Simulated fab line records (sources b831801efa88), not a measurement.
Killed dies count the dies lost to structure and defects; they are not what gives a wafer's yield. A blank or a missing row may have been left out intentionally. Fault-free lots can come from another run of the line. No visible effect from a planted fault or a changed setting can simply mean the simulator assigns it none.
Which tool was responsible? + flow sky130 + 6 lots, 17 wafers sampled, at 1 step of a route of 708

== WHAT THE GAUGES SHOWED, per wafer ==
SKY_VIA1_RS_MEAS_22: measurement is done with a four-point probe.
| lot  | measured     | on           | VIA1_W_RS (ohm/sq) |
|------|--------------|--------------|--------------------|
| L433 | day 35 16:06 | filmMetro-04 | 0.429 0.431 0.432  |
| L437 | day 37 07:04 | filmMetro-02 | 0.422 0.423 0.424  |
| L439 | day 37 19:59 | filmMetro-04 | 0.434 0.424 0.431  |
| L445 | day 39 17:29 | filmMetro-02 | 0.431 0.434 0.435  |
| L446 | day 40 01:58 | filmMetro-02 | 0.419 0.424        |
| L452 | day 41 18:38 | filmMetro-03 | 0.424 0.428 0.427  |

== WHAT TOOL EACH LOT RAN ON (gives the tool, then ch and the chambers of the sampled wafers, and finally the start) ==
There is no process step in the record ahead of these readings.

== THE ANSWER, worked out from the rows above alone ==
Rule: what is usual is taken from the lots themselves. The widest of any qualifying gaps counts: lots, ordered by their means at a reading, are off when they make up no more than a third of the lots, leave a main group of 4 or more, and stand apart from it by 3 or more times the standard deviation of that group's means. Not used: any main group whose means are identical at the precision the tables above print for the reading. Also off: a lot with no number at a reading for which 4 or more lots have one. Any other lot the step has rows for is counted as sound.
No lot is off at any reading shown: from this, nothing can be told.

== WHAT HAD BEEN PUT IN BY THE SIMULATOR ==
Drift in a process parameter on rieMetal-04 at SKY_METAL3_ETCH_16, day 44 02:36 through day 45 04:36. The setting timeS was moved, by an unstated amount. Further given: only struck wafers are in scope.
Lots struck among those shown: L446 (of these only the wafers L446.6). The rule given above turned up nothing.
